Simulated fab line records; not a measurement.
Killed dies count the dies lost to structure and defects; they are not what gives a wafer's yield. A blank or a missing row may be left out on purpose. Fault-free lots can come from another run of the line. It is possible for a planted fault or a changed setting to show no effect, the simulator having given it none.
Which tool is to blame?	flow sky130	Sampling: 12 lots, 34 wafers, 5 of 708 route steps

WHAT THE GAUGES READ, wafer by wafer
SKY_VT_ADJUST_LVTN_TW_MEAS_10.
lot	measured	on	VT_ADJUST_LVTN_TW
L323	day 7 07:58	film_metro-04	244.6 243.5 244.1
L324	day 7 15:04	film_metro-04	245.2 244.3 243.1
L325	day 7 17:26	film_metro-03	241.3 239.8 242.6
L330	day 8 22:38	film_metro-04	244.2 245.5 246.0
L331	day 9 07:46	film_metro-03	240.9 240.9
L335	day 10 10:31	film_metro-03	241.2 241.7 239.5
L336	day 10 19:37	film_metro-04	244.0 245.4 245.6
L341	day 12 07:44	film_metro-03	241.6 239.8 240.8
L342	day 12 16:01	film_metro-03	240.5 241.2 240.3
L344	day 12 22:13	film_metro-01	239.8 237.9 238.6
L345	day 13 05:48	film_metro-01	237.7 237.8 237.8
L346	day 13 11:08	film_metro-04	245.4 245.5

SKY_VT_ADJUST_LVTN_OVL_MEAS_18.
lot	measured	on	VT_ADJUST_LVTN_01_OVL (nm)
L323	day 8 04:45	overlay-01	0.7 1.2 -0.2
L324	day 8 11:43	overlay-01	1.4 2.9 2.0
L325	day 8 13:48	overlay-01	0.0 1.2 0.3
L330	day 9 20:53	overlay-01	-0.9 0.7 2.2
L331	day 10 06:34	overlay-02	-0.5 -1.5
L335	day 11 10:43	overlay-02	-0.6 -0.3 -1.0
L336	day 11 20:05	overlay-01	0.3 -1.4 0.1
L341	day 13 09:48	overlay-02	2.7 3.3 1.2
L342	day 13 18:50	overlay-02	0.1 2.0 1.1
L344	day 14 00:07	overlay-01	2.4 0.1 0.1
L345	day 14 08:13	overlay-02	-0.5 0.1 0.0
L346	day 14 11:22	overlay-02	0.7 1.2

SKY_VT_ADJUST_LVTN_TW_MEAS_21.
lot	measured	on	VT_ADJUST_LVTN_2_TW
L323	day 8 05:02	film_metro-04	191.4 190.7 191.2
L324	day 8 12:01	film_metro-01	186.2 185.9 186.3
L325	day 8 14:05	film_metro-03	186.8 187.1 187.5
L330	day 9 21:10	film_metro-01	185.8 186.4 185.7
L331	day 10 06:51	film_metro-01	187.0 186.2
L335	day 11 11:01	film_metro-01	186.2 185.8 185.4
L336	day 11 20:22	film_metro-04	190.2 188.8 189.3
L341	day 13 10:05	film_metro-03	188.5 188.8 188.6
L342	day 13 19:08	film_metro-03	189.0 188.1 188.5
L344	day 14 00:24	film_metro-03	188.3 187.9 188.5
L345	day 14 08:30	film_metro-04	190.1 191.2 191.2
L346	day 14 11:39	film_metro-01	185.2 184.5

SKY_GATE_OXIDE_THK_MEAS_02.
lot	measured	on	GATE_OXIDE_OXIDATION_00_THK (nm)
L323	day 13 16:38	film_metro-04	10.26 10.36 10.37
L324	day 14 00:43	film_metro-04	10.11 10.29 10.24
L325	day 14 00:42	film_metro-03	10.15 10.43 10.45
L330	day 15 15:41	film_metro-03	10.61 10.61 10.54
L331	day 16 00:50	film_metro-03	10.51 10.55
L335	day 17 09:59	film_metro-02	7.65 7.63 7.68 7.59 7.62 7.84
L336	day 17 21:13	film_metro-04	7.66 7.74 7.67 7.64 7.71 7.65
L341	day 19 15:10	film_metro-03	10.03 10.12 10.09
L342	day 20 04:16	film_metro-04	10.48 10.41 10.48
L344	day 20 10:02	film_metro-04	10.51 10.40 10.43
L345	day 20 20:11	film_metro-02	10.31 10.36 10.40
L346	day 20 22:44	film_metro-03	10.31 10.27

EACH LOT AND THE TOOL THAT RAN IT (in order: tool; ch and the chambers of the sampled wafers; start)
lot	SKY_GATE_OXIDE_OXIDATION_01
L323	furnace-02 ch 0, day 13 15:13
L324	furnace-02 ch 0, day 13 23:17
L325	furnace-02 ch 0, day 13 23:17
L330	furnace-02 ch 0, day 15 14:17
L331	furnace-01 ch 0, day 15 23:26
L335	furnace-02 ch 0, day 17 08:32
L336	furnace-02 ch 0, day 17 19:49
L341	furnace-01 ch 0, day 19 13:45
L342	furnace-01 ch 0, day 20 02:50
L344	furnace-01 ch 0, day 20 08:38
L345	furnace-02 ch 0, day 20 18:47
L346	furnace-01 ch 0, day 20 21:18
- SKY_GATE_OXIDE_OXIDATION_01: stabilise 600 s, purge 300 s, target thk 10.268 nm.

AS READ BY THE TOOLS THEMSELVES (means over the sampled wafers that have a number; for cases with no such wafer, the mark the record gives instead)
SKY_GATE_OXIDE_OXIDATION_01.
lot	tool	spike_tc_bottom_C (C)	spike_tc_centre_C (C)	spike_tc_lower_C (C)	spike_tc_top_C (C)	spike_tc_upper_C (C)	tube_center_temp_C (C)	tube_center_temp_C_max
L323	furnace-02	919.8	899.8	901.1	911.2	899.4	900	902.5
L324	furnace-02	919.4	899.3	900.7	911.9	898.9	900	902.7
L325	furnace-02	919.1	900.2	900.2	912.5	899.2	900	902.4
L330	furnace-02	919.7	898.9	901.0	911.9	898.6	900	902.1
L331	furnace-01	917.9	901.5	899.5	913.7	898.8	900	902.2
L335	furnace-02	894.6	873.8	877.4	888.5	874.8	876	878.2
L336	furnace-02	896.1	875.2	876.1	887.8	873.7	876	877.9
L341	furnace-01	917.6	901.3	899.0	913.8	899.8	900	902.2
L342	furnace-01	916.3	901.6	898.8	913.5	898.5	900	902.5
L344	furnace-01	917.3	901.8	898.6	912.2	898.8	900	902.3
L345	furnace-02	920.3	899.3	900.6	911.8	898.0	900	902.3
L346	furnace-01	916.5	900.3	898.6	913.4	899.3	900	902.0

THE ANSWER, worked out from the rows above alone
Rule: what is usual is taken from the lots themselves. The widest of any qualifying gaps counts: lots, ordered by their means at a reading, are off when they make up no more than a third of the lots, leave a main group of 4 or more, and stand apart from it by 3 or more times the standard deviation of that group's means. A main group is skipped when, at the precision printed for the reading in the tables above, its means are all equal. Also off: a lot with no number at a reading for which 4 or more lots have one. The other lots that the step has rows for count as sound. First the gauges in route order, then the tools' own readings, where a lot's mean is used as printed above. The first step at which some lot is off is used, and at that step the reading that is off furthest; a lot without a number counts as furthest.
Off: at SKY_GATE_OXIDE_THK_MEAS_02 (GATE_OXIDE_OXIDATION_00_THK), L335, L336. For the main group the mean is 10.36 nm and the standard deviation 0.14.
A tool fits if, at a process step before that reading, it ran every lot that is off, and no sound lot after the first of them. Not tried: the gauges at SKY_GATE_OXIDE_THK_MEAS_02; whatever is off there is also off at SKY_GATE_OXIDE_OXIDATION_01, on other tools, and gauge error can't account for it. No candidate that was tried fits.

WHAT THE SIMULATOR HAD INSERTED
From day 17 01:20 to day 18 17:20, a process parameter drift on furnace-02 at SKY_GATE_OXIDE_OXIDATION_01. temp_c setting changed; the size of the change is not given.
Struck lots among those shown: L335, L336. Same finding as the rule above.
